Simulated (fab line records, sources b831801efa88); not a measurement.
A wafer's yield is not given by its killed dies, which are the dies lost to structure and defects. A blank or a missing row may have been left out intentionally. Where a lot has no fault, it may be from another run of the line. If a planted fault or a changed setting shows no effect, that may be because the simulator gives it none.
Chamber matching -- flow sfqLine -- SFQ_TRILAYER_I4_CMP_CMP_100 on cmp-01 has 4 sister chambers
The step polishes SiO2. 8 wafers are shown with their chamber, then 10 later ones without.

WAFERS, EACH WITH ITS CHAMBER
wafer,chamber,motorCurrentA (A),timeToEndpointS (s)
L139.6,3,11.0,224
L140.3,0,10.5,209
L140.6,1,10.4,192
L141.2,3,11.2,214
L141.4,2,10.2,211
L141.1,1,10.5,192
L152.3,0,9.7,217
L152.5,2,10.7,202

WAFERS WHOSE CHAMBER IS MISSING
wafer,motorCurrentA (A),timeToEndpointS (s)
L152.6,10.5,208
L154.2,9.3,216
L154.3,10.7,210
L154.5,10.2,229
L157.4,11.2,227
L157.2,10.4,193
L157.6,9.9,220
L158.1,9.8,230
L158.3,10.7,200
L158.5,9.5,234

WHICH CHAMBER EACH WENT THROUGH
wafer,from the rows above,in truth
L152.6,can't be placed: 2 or 0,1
L154.2,can't be placed: 0 or 2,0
L154.3,can't be placed: 2 or 0 or 3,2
L154.5,can't be placed: 0 or 3 or 2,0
L157.4,3,3
L157.2,1,1
L157.6,can't be placed: 0 or 2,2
L158.1,can't be placed: 0 or 3 or 2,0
L158.3,can't be placed: 2 or 1 or 0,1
L158.5,can't be placed: 0 or 3 or 2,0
2 of 10 placed correctly. From these rows, 8 cannot be placed; in 7 the true chamber is one of the candidates. 0 placed wrongly.
How it was worked out, from the rows above alone: a wafer's distance from a chamber is the root of the sum, over the readings, of the square of ((its reading less the chamber's mean) divided by the reading's scatter). If the next closest chamber is less than 2 further off than the closest, the wafer can't be placed; otherwise it belongs to the closest. The mean given for a chamber averages the wafers shown for that chamber. The scatter is the square root of a quotient: the sum, over the shown wafers, of each reading's squared deviation from its chamber's mean, divided by wafers minus chambers.
